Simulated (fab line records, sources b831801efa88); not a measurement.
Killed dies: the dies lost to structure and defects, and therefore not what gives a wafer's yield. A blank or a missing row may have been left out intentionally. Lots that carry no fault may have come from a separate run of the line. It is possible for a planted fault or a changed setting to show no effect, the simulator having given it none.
Struck lot and sound lot, side by side + flow sky130 + 16 steps out of a route of 708
Sound: these wafers, L133.3, L133.4, L133.5. Wafers L153.2, L153.3, L153.5 were the ones struck. The cause is given at the end.
At each step with rows: each side's tool, then ch and its chambers, then its first start. Under that, the readings that differ: sound wafers + struck wafers + difference of the means + sigmas: that difference in standard deviations of wafers without a fault.
alike: same words and numbers on both sides, and readings whose means sit less than 2 such deviations apart. not compared: any withheld reading, any reading some wafer has no value for, any bound like >300 that may hide the same value, and any number with overlapping values for which the record gives no deviation.
Wherever a step has rows on one side only, a row that says differs or no value, or a row with sigmas, the two part there. Numbers that don't overlap but have no deviation are shown without sigmas and don't part them. A reading that every wafer of one side lacks parts them only if that side has two wafers or more.

first, 2 steps without rows for these wafers: SKY_LOCAL_INTERCONNECT_PEB_09; SKY_LOCAL_INTERCONNECT_DEVELOP_10 (develop time 60 s).
SKY_LOCAL_INTERCONNECT_CD_MEAS_11: the cd target is 170 nm.
  sound: cdSem-02 at day 31 09:36; struck: cdSem-01 at day 37 20:26
  alike: cdNm
SKY_LOCAL_INTERCONNECT_OVL_MEAS_12:
  sound: overlay-02 at day 31 09:41; struck: overlay-01 at day 37 20:32
  alike: LOCAL_INTERCONNECT_OVL
SKY_LOCAL_INTERCONNECT_ETCH_13: etches BARC in N2/H2, stops on SiO2, time 45.9 s, target depth 60 nm.
  sound on rieMetal-01 ch 0,1, day 31 09:44; struck on rieMetal-03 ch 0,1, day 37 20:34
  alike: biasW, drypumpMotorCurrentA, oesProductAu, throttleValvePct
  not compared: rfHoursCounterH
SKY_LOCAL_INTERCONNECT_METAL_ETCH_14: etches TiN in Cl2/BCl3, stops on PSG, target depth 110 nm, time 31.4 s.
  sound on rieMetal-01 ch 0,1, day 31 09:48; struck on rieMetal-03 ch 0,1, day 37 20:38
  alike: biasW, drypumpMotorCurrentA, mfcCl2Sccm, oesProductAu, throttleValvePct
  not compared: rfHoursCounterH
SKY_LOCAL_INTERCONNECT_STRIP_15: strips in O2/N2.
  sound on plasmaAsher-02 ch 0,1, day 31 09:52; struck on plasmaAsher-02 ch 0,1, day 37 20:41
  alike: drypumpMotorCurrentA, oesProductAu, stripTimeToEndpointS
  not compared: rfHoursCounterH
then, 3 steps without rows for these wafers: SKY_LOCAL_INTERCONNECT_STRIP_16 (strips in post etch residue remover, time 1200 s); SKY_LOCAL_INTERCONNECT_CLEAN_17 (cleans in IPA, time 180 s); SKY_LOCAL_INTERCONNECT_CLEAN_18 (cleans in O3/DIW).
SKY_CONTACT_CVD_00: deposits Si3N4, target thk 75 nm.
  sound on pecvd-01 ch 1,2, day 31 10:26; struck on pecvd-02 ch 0,1,2, day 37 21:17
  alike: heaterPowerW
SKY_CONTACT_THK_MEAS_01:
  sound: filmMetro-04 at day 31 10:29; struck: filmMetro-02 at day 37 21:20
  alike: CONTACT_CVD_00_THK
SKY_CONTACT_HDPCVD_02: deposits SiO2, target thk 565 nm, time 94.2 s.
  sound on hdpcvd-02 ch 0,1,2, day 31 10:32; struck on hdpcvd-01 ch 0,1, day 37 21:23
| reading                                    | sound             | struck            | difference | sigmas |
|--------------------------------------------|-------------------|-------------------|------------|--------|
| runLengthS (s)                             | 121.9 122.2 122.0 | 119.1 119.4 118.2 | -3.1       | -5     |
| model.SiO2_of_CONTACT_HDPCVD_02.thkNm (nm) | 567.4 561.1 570.6 | 546.9 547.2 552.1 | -17.6      |        |
SKY_CONTACT_THK_MEAS_03:
  sound: filmMetro-03 at day 31 10:37; struck: filmMetro-04 at day 37 21:28
| reading                 | sound       | struck      | difference | sigmas |
|-------------------------|-------------|-------------|------------|--------|
| CONTACT_HDPCVD_THK (nm) | 568 561 571 | 547 547 552 | -18        | -4     |
SKY_CONTACT_CMP_04: polishes SiO2.
  sound on cmp-01 ch 2,3, day 31 10:40; struck on cmp-01 ch 2,3, day 37 21:31
  alike: edgeZonePressureFrac, motorCurrentA, timeToEndpointS
-- the record jumps here: 13 days lie between the struck wafers' starts before and after (it left off in module CONTACT and takes up again in module PAD_OPEN, whose first step shown is number 708 of the route) --
SKY_PAD_OPEN_PROBE_99:
  only the struck wafers here have rows in the record (prober-01, day 51 03:32); the sound ones have none

WHERE THEY PART
At SKY_CONTACT_HDPCVD_02 first; at SKY_PAD_OPEN_PROBE_99 last (within this record only).

WHY: what the simulator had put in
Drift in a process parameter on hdpcvd-01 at SKY_CONTACT_HDPCVD_02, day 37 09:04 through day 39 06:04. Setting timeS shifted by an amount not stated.
